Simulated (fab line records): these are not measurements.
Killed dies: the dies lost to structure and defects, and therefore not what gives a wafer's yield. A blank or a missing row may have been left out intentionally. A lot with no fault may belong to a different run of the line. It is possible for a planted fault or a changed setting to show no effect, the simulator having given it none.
What tool caused it? || flow sky130 || 39 wafers from 13 lots sampled at 2 of the route's 708 steps

== WHAT THE GAUGES READ, wafer by wafer ==
SKY_LI_CONTACT_BOW_MEAS_03. Usual: LI_CONTACT_BOW 55 um, standard deviation 6.6.
{"lot": "L738", "measured": "day 27 19:56", "on": "film-metro-04", "LI_CONTACT_BOW (um)": "47 43 45", "flag": ""}
{"lot": "L739", "measured": "day 28 12:20", "on": "film-metro-04", "LI_CONTACT_BOW (um)": "50 57 61", "flag": ""}
{"lot": "L740", "measured": "day 28 21:28", "on": "film-metro-03", "LI_CONTACT_BOW (um)": "55 62 46", "flag": ""}
{"lot": "L741", "measured": "day 29 07:32", "on": "film-metro-04", "LI_CONTACT_BOW (um)": "54 48 49", "flag": ""}
{"lot": "L742", "measured": "day 29 22:15", "on": "film-metro-01", "LI_CONTACT_BOW (um)": "56 60 55", "flag": ""}
{"lot": "L743", "measured": "day 30 06:42", "on": "film-metro-03", "LI_CONTACT_BOW (um)": "55 66 59", "flag": ""}
{"lot": "L744", "measured": "day 30 15:31", "on": "film-metro-04", "LI_CONTACT_BOW (um)": "54 46 73", "flag": ""}
{"lot": "L753", "measured": "day 33 05:29", "on": "film-metro-04", "LI_CONTACT_BOW (um)": "49 50 38", "flag": ""}
{"lot": "L756", "measured": "day 34 04:32", "on": "film-metro-01", "LI_CONTACT_BOW (um)": "54 54 57", "flag": ""}
{"lot": "L758", "measured": "day 34 16:41", "on": "film-metro-01", "LI_CONTACT_BOW (um)": "54 39 44", "flag": ""}
{"lot": "L759", "measured": "day 35 01:43", "on": "film-metro-03", "LI_CONTACT_BOW (um)": "56 55 64", "flag": ""}
{"lot": "L760", "measured": "day 35 05:47", "on": "film-metro-04", "LI_CONTACT_BOW (um)": "46 49 61", "flag": ""}
{"lot": "L761", "measured": "day 35 11:46", "on": "film-metro-04", "LI_CONTACT_BOW (um)": "50 55 42", "flag": ""}

SKY_LOCAL_INTERCONNECT_RS_MEAS_01: measures by four-point-probe. Usual: LOCAL_INTERCONNECT_TIN_RS 14.15 ohm/sq, standard deviation 0.15.
{"lot": "L738", "measured": "day 29 02:17", "on": "film-metro-03", "LOCAL_INTERCONNECT_TIN_RS (ohm/sq)": "14.11 14.05 14.10", "flag": ""}
{"lot": "L739", "measured": "day 29 18:40", "on": "film-metro-04", "LOCAL_INTERCONNECT_TIN_RS (ohm/sq)": "13.83 13.90 14.13", "flag": ""}
{"lot": "L740", "measured": "day 30 02:46", "on": "film-metro-02", "LOCAL_INTERCONNECT_TIN_RS (ohm/sq)": "14.45 14.40 14.25", "flag": ""}
{"lot": "L741", "measured": "day 30 12:32", "on": "film-metro-02", "LOCAL_INTERCONNECT_TIN_RS (ohm/sq)": "14.15 14.35 14.17", "flag": ""}
{"lot": "L742", "measured": "day 31 03:37", "on": "film-metro-04", "LOCAL_INTERCONNECT_TIN_RS (ohm/sq)": "13.85 13.86 13.84", "flag": ""}
{"lot": "L743", "measured": "day 31 12:27", "on": "film-metro-03", "LOCAL_INTERCONNECT_TIN_RS (ohm/sq)": "14.25 14.09 14.31", "flag": ""}
{"lot": "L744", "measured": "day 31 20:49", "on": "film-metro-03", "LOCAL_INTERCONNECT_TIN_RS (ohm/sq)": "14.20 14.35 14.37", "flag": ""}
{"lot": "L753", "measured": "day 34 08:40", "on": "film-metro-02", "LOCAL_INTERCONNECT_TIN_RS (ohm/sq)": "14.16 14.13 14.24", "flag": ""}
{"lot": "L756", "measured": "day 35 08:23", "on": "film-metro-02", "LOCAL_INTERCONNECT_TIN_RS (ohm/sq)": "14.19 13.89 14.00", "flag": ""}
{"lot": "L758", "measured": "day 35 20:52", "on": "film-metro-03", "LOCAL_INTERCONNECT_TIN_RS (ohm/sq)": "14.07 14.26 14.50", "flag": ""}
{"lot": "L759", "measured": "day 36 05:54", "on": "film-metro-02", "LOCAL_INTERCONNECT_TIN_RS (ohm/sq)": "14.11 14.12 14.03", "flag": ""}
{"lot": "L760", "measured": "day 36 09:14", "on": "film-metro-03", "LOCAL_INTERCONNECT_TIN_RS (ohm/sq)": "13.80 14.03 13.82", "flag": ""}
{"lot": "L761", "measured": "day 36 15:14", "on": "film-metro-04", "LOCAL_INTERCONNECT_TIN_RS (ohm/sq)": "14.01 14.31 14.19", "flag": ""}

== TOOL THAT RAN EACH LOT (tool first, then ch and the chambers of the sampled wafers, then the start) ==
No process step before these readings appears in the record.

== WHAT THE TOOLS THEMSELVES READ (means of the sampled wafers that have a number; where no wafer has one, the mark that the record gives instead) ==
The record holds no such reading with a usual standard deviation.

== THE ANSWER, worked out from the rows above alone ==
Rule: a lot is off if the mean of its wafers that have a number lies more than 3 standard deviations from the usual mean. Also off: a lot with no number at a reading for which 4 or more lots have one. All remaining lots with rows at the step are treated as sound. After the gauges, taken in route order, come the tools' own readings; for these a lot's mean is taken, as printed above. The first step at which some lot is off is used, and at that step the reading that is off furthest; a lot without a number counts as furthest.
No lot is off at any reading shown: from this, nothing can be told.

== WHAT THE SIMULATOR HAD PUT IN ==
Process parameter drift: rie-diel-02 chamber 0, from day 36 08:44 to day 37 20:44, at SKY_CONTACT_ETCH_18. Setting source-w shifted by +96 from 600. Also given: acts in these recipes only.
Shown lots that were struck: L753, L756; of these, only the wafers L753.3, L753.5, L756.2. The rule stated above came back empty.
